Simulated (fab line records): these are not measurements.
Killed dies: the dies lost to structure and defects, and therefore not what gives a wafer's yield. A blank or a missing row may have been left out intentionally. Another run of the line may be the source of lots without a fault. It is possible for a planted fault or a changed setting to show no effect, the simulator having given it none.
Which tool did it? / flow gf180mcu / Sampling: 10 lots, 30 wafers, 3 of 602 route steps

== WHAT THE GAUGES SHOWED, per wafer ==
GF_MIM_RS_MEAS_10: uses a four-point probe to measure.
lot=L272; measured=day 25 19:01; on=film_metro-03; MIM_ALCU_RS (ohm/sq)=0.1585 0.1618 0.1602
lot=L274; measured=day 26 15:16; on=film_metro-03; MIM_ALCU_RS (ohm/sq)=0.1597 0.1608 0.1598
lot=L276; measured=day 27 04:16; on=film_metro-04; MIM_ALCU_RS (ohm/sq)=0.1571 0.1590 0.1596
lot=L277; measured=day 27 11:58; on=film_metro-01; MIM_ALCU_RS (ohm/sq)=0.1588 0.1606 0.1588
lot=L279; measured=day 28 05:06; on=film_metro-01; MIM_ALCU_RS (ohm/sq)=0.1601 0.1598 0.1608
lot=L280; measured=day 28 11:19; on=film_metro-03; MIM_ALCU_RS (ohm/sq)=0.1603 0.1821 0.1591
lot=L281; measured=day 28 21:46; on=film_metro-01; MIM_ALCU_RS (ohm/sq)=0.1570 0.1575 0.1584
lot=L285; measured=day 30 01:37; on=film_metro-04; MIM_ALCU_RS (ohm/sq)=0.1605 0.1839 0.1590
lot=L286; measured=day 30 05:23; on=film_metro-03; MIM_ALCU_RS (ohm/sq)=0.1598 0.1589 0.1598
lot=L290; measured=day 31 03:30; on=film_metro-03; MIM_ALCU_RS (ohm/sq)=0.1616 0.1619 0.1604

== WHICH TOOL RAN EACH LOT (tool, then ch and the chambers of the sampled wafers, then the start) ==
lot=L272; GF_M2_STRIP_17=plasma_asher-03 ch 0,1, day 20 16:32; GF_MIM_SPUTTER_08=pvd_sputter-03, day 25 18:58
lot=L274; GF_M2_STRIP_17=plasma_asher-04 ch 0,1, day 21 14:43; GF_MIM_SPUTTER_08=pvd_sputter-04, day 26 15:13
lot=L276; GF_M2_STRIP_17=plasma_asher-03 ch 0,1, day 22 06:13; GF_MIM_SPUTTER_08=pvd_sputter-03, day 27 04:10
lot=L277; GF_M2_STRIP_17=plasma_asher-03 ch 0,1, day 22 14:49; GF_MIM_SPUTTER_08=pvd_sputter-04, day 27 11:55
lot=L279; GF_M2_STRIP_17=plasma_asher-02 ch 0, day 23 08:56; GF_MIM_SPUTTER_08=pvd_sputter-03, day 28 05:03
lot=L280; GF_M2_STRIP_17=plasma_asher-03 ch 0, day 23 17:04; GF_MIM_SPUTTER_08=pvd_sputter-03, day 28 11:15
lot=L281; GF_M2_STRIP_17=plasma_asher-04 ch 0,1, day 24 04:55; GF_MIM_SPUTTER_08=pvd_sputter-01, day 28 21:40
lot=L285; GF_M2_STRIP_17=plasma_asher-03 ch 0,1, day 25 12:37; GF_MIM_SPUTTER_08=pvd_sputter-03, day 30 01:32
lot=L286; GF_M2_STRIP_17=plasma_asher-02 ch 0,1, day 25 16:32; GF_MIM_SPUTTER_08=pvd_sputter-01, day 30 05:17
lot=L290; GF_M2_STRIP_17=plasma_asher-02 ch 0,1, day 26 17:59; GF_MIM_SPUTTER_08=pvd_sputter-04, day 31 03:25
- GF_M2_STRIP_17: strips in O2/N2.
- GF_MIM_SPUTTER_08: material AlCu, target thk 200 nm, time 10.6 s.

== THE ANSWER, worked out from the rows above alone ==
Rule: the lots themselves supply what counts as usual. Put in order of their means at a reading, lots are off if they are a third of the lots or fewer, leave a main group of 4 or more, and stand apart from it by a gap of 3 or more times the standard deviation of the main group's means; of several such gaps the widest counts. The tables above print the reading to a certain number of digits; a main group whose means all agree to those digits is not used. A lot without any number at a reading at which 4 lots or more have one is off too. The other lots that the step has rows for count as sound.
Off: L280, L285, seen at GF_MIM_RS_MEAS_10 (MIM_ALCU_RS). The main group has a mean of 0.1596 ohm/sq with a standard deviation of 0.0011.
A tool fits if, at a process step before that reading, it ran every lot that is off, and no sound lot after the first of them. Those tools and the gauges at GF_MIM_RS_MEAS_10 are tried in the same way. This does not decide it: 2 tools fit, namely plasma_asher-03 at GF_M2_STRIP_17 and pvd_sputter-03 at GF_MIM_SPUTTER_08.

== WHAT THE SIMULATOR PUT IN ==
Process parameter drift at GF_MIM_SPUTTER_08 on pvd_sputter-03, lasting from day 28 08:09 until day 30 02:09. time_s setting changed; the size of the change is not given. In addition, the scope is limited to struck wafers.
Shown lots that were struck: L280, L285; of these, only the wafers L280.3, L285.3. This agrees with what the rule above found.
